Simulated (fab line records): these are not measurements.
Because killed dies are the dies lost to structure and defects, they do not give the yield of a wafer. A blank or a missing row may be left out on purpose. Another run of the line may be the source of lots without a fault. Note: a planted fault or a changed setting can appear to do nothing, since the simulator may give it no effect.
The tool behind it: which one? + flow gf180mcu + 14 lots, 42 wafers sampled, at 4 steps of a route of 602

== WHAT THE GAUGES READ, wafer by wafer ==
GF_SAB_OVL_MEAS_10.
| lot  | measured     | on         | SAB_OVL (nm)   |
|------|--------------|------------|----------------|
| L367 | day 15 06:49 | overlay-01 | 0.9 1.9 -0.1   |
| L368 | day 15 12:31 | overlay-02 | 1.2 0.6 1.5    |
| L371 | day 16 17:00 | overlay-02 | -1.6 -1.5 1.6  |
| L372 | day 17 03:29 | overlay-02 | 0.5 0.3 -0.6   |
| L374 | day 17 13:56 | overlay-02 | -0.7 0.3 -1.1  |
| L376 | day 18 17:11 | overlay-01 | -1.8 -0.9 1.2  |
| L377 | day 19 05:10 | overlay-01 | 0.6 1.6 -0.1   |
| L378 | day 19 09:57 | overlay-02 | 0.9 0.7 -0.8   |
| L382 | day 21 00:33 | overlay-02 | -0.5 0.7 -0.1  |
| L386 | day 22 03:49 | overlay-02 | 0.3 -1.2 -1.6  |
| L387 | day 22 12:50 | overlay-02 | 0.7 -0.6 -1.6  |
| L388 | day 22 18:31 | overlay-02 | -0.2 -1.2 -2.0 |
| L389 | day 23 01:34 | overlay-02 | 0.3 -2.2 -0.9  |
| L390 | day 23 14:13 | overlay-01 | -1.4 -1.0 -2.8 |

GF_CONTACT_THK_MEAS_01.
| lot  | measured     | on            | CONTACT_CVD_00_THK (nm) |
|------|--------------|---------------|-------------------------|
| L367 | day 15 07:46 | film-metro-02 | 297 300 298             |
| L368 | day 15 13:30 | film-metro-01 | 305 298 300             |
| L371 | day 16 18:04 | film-metro-02 | 309 296 302             |
| L372 | day 17 04:26 | film-metro-01 | 304 301 304             |
| L374 | day 17 14:54 | film-metro-04 | 306 298 303             |
| L376 | day 18 18:10 | film-metro-01 | 301 300 299             |
| L377 | day 19 06:08 | film-metro-04 | 304 301 303             |
| L378 | day 19 10:55 | film-metro-04 | 300 295 302             |
| L382 | day 21 01:32 | film-metro-01 | 302 299 299             |
| L386 | day 22 04:52 | film-metro-04 | 293 291 298             |
| L387 | day 22 13:54 | film-metro-02 | 297 297 297             |
| L388 | day 22 19:28 | film-metro-01 | 302 303 302             |
| L389 | day 23 02:32 | film-metro-04 | 295 297 293             |
| L390 | day 23 15:11 | film-metro-01 | 305 298 300             |

== WHICH TOOL RAN EACH LOT (tool, then ch and the chambers of the sampled wafers, then the start) ==
| lot  | GF_PSD_STRIP_10                      | GF_SALICIDE_SPUTTER_03       |
|------|--------------------------------------|------------------------------|
| L367 | plasma-asher-04 ch 0,1, day 14 08:31 | pvd-sputter-01, day 15 07:13 |
| L368 | plasma-asher-04 ch 0,1, day 14 14:25 | pvd-sputter-04, day 15 12:58 |
| L371 | plasma-asher-03 ch 0,1, day 15 18:07 | pvd-sputter-04, day 16 17:24 |
| L372 | plasma-asher-03 ch 0,1, day 16 04:12 | pvd-sputter-04, day 17 03:52 |
| L374 | plasma-asher-04 ch 0,1, day 16 14:17 | pvd-sputter-01, day 17 14:20 |
| L376 | plasma-asher-04 ch 0,1, day 17 17:17 | pvd-sputter-01, day 18 17:35 |
| L377 | plasma-asher-04 ch 0,1, day 18 04:59 | pvd-sputter-01, day 19 05:34 |
| L378 | plasma-asher-01 ch 0,1, day 18 09:07 | pvd-sputter-01, day 19 10:20 |
| L382 | plasma-asher-03 ch 0,1, day 19 23:28 | pvd-sputter-02, day 21 00:58 |
| L386 | plasma-asher-03 ch 0,1, day 21 03:44 | pvd-sputter-01, day 22 04:12 |
| L387 | plasma-asher-03 ch 0,1, day 21 12:37 | pvd-sputter-04, day 22 13:16 |
| L388 | plasma-asher-04 ch 0,1, day 21 18:20 | pvd-sputter-01, day 22 18:55 |
| L389 | plasma-asher-04 ch 0,1, day 22 02:22 | pvd-sputter-01, day 23 01:59 |
| L390 | plasma-asher-03 ch 0,1, day 22 14:34 | pvd-sputter-02, day 23 14:38 |
- GF_PSD_STRIP_10: strips in O2/N2.
- GF_SALICIDE_SPUTTER_03: material TiN, target thk 20 nm, time 16.7 s.

== AS READ BY THE TOOLS THEMSELVES (means over the sampled wafers that have a number; for cases with no such wafer, the mark the record gives instead) ==
GF_PSD_STRIP_10.
| lot  | tool            | drypump-motor-current-A (A) | heater-power-w (W) | oes-product-au (a.u.) | strip-time-to-endpoint-s (s) |
|------|-----------------|-----------------------------|--------------------|-----------------------|------------------------------|
| L367 | plasma-asher-04 | 5.28                        | 303                | 0.589                 | 16.529                       |
| L368 | plasma-asher-04 | 5.31                        | 311                | 0.592                 | 16.501                       |
| L371 | plasma-asher-03 | 4.83                        | 371                | 0.589                 | 16.562                       |
| L372 | plasma-asher-03 | 4.80                        | 388                | 0.592                 | 16.529                       |
| L374 | plasma-asher-04 | 5.28                        | 305                | 0.590                 | 16.555                       |
| L376 | plasma-asher-04 | 5.25                        | 307                | 0.593                 | 16.515                       |
| L377 | plasma-asher-04 | 5.32                        | 306                | 0.586                 | 16.522                       |
| L378 | plasma-asher-01 | 5.56                        | 331                | 0.591                 | 16.567                       |
| L382 | plasma-asher-03 | 4.83                        | 381                | 0.590                 | 16.551                       |
| L386 | plasma-asher-03 | 4.82                        | 383                | 0.592                 | 16.527                       |
| L387 | plasma-asher-03 | 4.81                        | 380                | 0.590                 | 16.496                       |
| L388 | plasma-asher-04 | 5.27                        | 307                | 0.594                 | 16.486                       |
| L389 | plasma-asher-04 | 5.27                        | 306                | 0.591                 | 16.539                       |
| L390 | plasma-asher-03 | 4.82                        | 388                | 0.589                 | 16.504                       |

GF_SALICIDE_SPUTTER_03.
| lot  | tool           | chamber-pressure-pa (Pa) | throttle-valve-pct (%) |
|------|----------------|--------------------------|------------------------|
| L367 | pvd-sputter-01 | 0.4002                   | 30.4                   |
| L368 | pvd-sputter-04 | 0.3991                   | 29.7                   |
| L371 | pvd-sputter-04 | 0.4000                   | 28.9                   |
| L372 | pvd-sputter-04 | 0.3997                   | 29.4                   |
| L374 | pvd-sputter-01 | 0.3989                   | 30.4                   |
| L376 | pvd-sputter-01 | 0.4004                   | 30.6                   |
| L377 | pvd-sputter-01 | 0.3875                   | 31.0                   |
| L378 | pvd-sputter-01 | 0.3869                   | 30.8                   |
| L382 | pvd-sputter-02 | 0.4005                   | 29.3                   |
| L386 | pvd-sputter-01 | 0.4001                   | 30.2                   |
| L387 | pvd-sputter-04 | 0.3999                   | 29.8                   |
| L388 | pvd-sputter-01 | 0.3995                   | 30.7                   |
| L389 | pvd-sputter-01 | 0.4004                   | 30.4                   |
| L390 | pvd-sputter-02 | 0.3997                   | 29.4                   |

== THE ANSWER, worked out from the rows above alone ==
Rule: the lots themselves supply what counts as usual. The widest of any qualifying gaps counts: lots, ordered by their means at a reading, are off when they make up no more than a third of the lots, leave a main group of 4 or more, and stand apart from it by 3 or more times the standard deviation of that group's means. Not used: any main group whose means are identical at the precision the tables above print for the reading. Also off: a lot with no number at a reading for which 4 or more lots have one. The other lots that the step has rows for count as sound. First the gauges in route order, then the tools' own readings, where a lot's mean is used as printed above. At the first step where some lot is off, the reading lying furthest off is the one used; lots without a number count as furthest.
Off at GF_SALICIDE_SPUTTER_03 (chamber-pressure-pa): L377, L378. The main group has a mean of 0.3999 Pa with a standard deviation of 0.00049.
If a tool, at that step or one of the process steps before it, ran each lot that is off and ran no sound lot following the first of them, it fits. Not one of the candidates tried fits.

== WHAT THE SIMULATOR PUT IN ==
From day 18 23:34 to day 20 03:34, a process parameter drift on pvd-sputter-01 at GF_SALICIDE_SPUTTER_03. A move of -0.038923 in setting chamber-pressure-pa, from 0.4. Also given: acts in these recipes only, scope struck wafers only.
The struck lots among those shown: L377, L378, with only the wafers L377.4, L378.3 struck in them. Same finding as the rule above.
